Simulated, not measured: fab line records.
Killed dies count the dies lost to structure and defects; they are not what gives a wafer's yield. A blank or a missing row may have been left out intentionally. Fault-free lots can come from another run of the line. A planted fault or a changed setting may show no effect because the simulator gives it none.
One fault through the eyes of 2 desks    flow gf180mcu    what lay behind the numbers comes last; until then each desk has only its own

TOOL OWNER'S DESK, litho-track-02
The tool's own readings at GF_M3_PEB_12 (peb time 90 s): means of the sampled wafers that have a number, for each lot that ran on this tool. Marked OUT: a lot whose mean sits more than 4 standard deviations from the usual mean, which makes it out of limits; the brackets give that distance.
Columns: A = heater-power-total-W at GF_M3_PEB_12, usual 85.70 W; B = plate-temp-C at GF_M3_PEB_12, usual 134.98 C; C = resist-line-temp-C at GF_M3_PEB_12, usual 23.00 C
lot   first seen here  A                B                 C
L250  day 22 08:36     85.67            134.79            23.05
L252  day 23 06:18     85.73            134.91            23.00
L253  day 23 20:37     82.54 (-36) OUT  131.45 (-22) OUT  23.06
L254  day 24 02:55     82.52 (-37) OUT  131.14 (-24) OUT  23.00
L256  day 24 18:34     82.49 (-37) OUT  131.04 (-25) OUT  23.05
This desk finds L253, L254, L256 out of limits, L253 being first, at day 23 20:37 (heater-power-total-W at GF_M3_PEB_12). L250, L252 stayed within limits.

FROM THE METROLOGY DESK
Means of the sampled wafers that have a number, per lot and without regard to the tool the lot ran on: this is what the gauges read. Marked OUT: a lot whose mean sits more than 4 standard deviations from the usual mean, which makes it out of limits; the brackets give that distance.
Columns: A = V2_CVD_02_THK at GF_V2_THK_MEAS_03, usual 851 nm; B = V2_W_RS at GF_V2_RS_MEAS_24, usual 0.325 ohm/sq; C = cd-nm at GF_M3_CD_MEAS_14, usual 280.2 nm
lot   first seen here  A    B      C
L247  day 19 10:38     850  0.325  278.1
L250  day 20 08:19     852  0.325  280.7
L252  day 21 05:47     863  0.324  278.0
L253  day 21 21:04     861  0.317  293.4 (+11) OUT
L254  day 22 03:21     851  0.327  291.8 (+9.7) OUT
L255  day 22 13:29     838  0.322  280.7
L256  day 22 20:12     865  0.322  288.8 (+7.1) OUT
L261  day 24 09:26     847  0.325  281.0
L264  day 25 08:07     862  0.327  280.7
L265  day 25 13:14     838  0.326  281.0
L266  day 26 04:58     851  0.328  280.6
L268  day 26 14:35     854  0.329  279.6
L269  day 26 23:02     843  0.327  281.2
This desk finds L253, L254, L256 out of limits, L253 being first, at day 23 20:56 (cd-nm at GF_M3_CD_MEAS_14). L247, L250, L252, L255, L261, L264, L265, L266, L268, L269 stayed within limits.

TAKEN TOGETHER
On L253, L254, L256, at day 23 20:37, an alarm was possible from the tool owner's desk.
L253, L254, L256 would have let the metrology desk raise an alarm at day 23 20:56.
Every lot named ran GF_M3_PEB_12 on litho-track-02.

WHAT WAS PUT IN BY THE SIMULATOR
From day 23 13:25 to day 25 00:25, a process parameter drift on litho-track-02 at GF_M3_PEB_12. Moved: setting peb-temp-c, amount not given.
Struck lots among those shown: L253, L254, L256.
Fault start to first reading out of limits, in hours, per desk: tool owner, 7; metrology, 8.
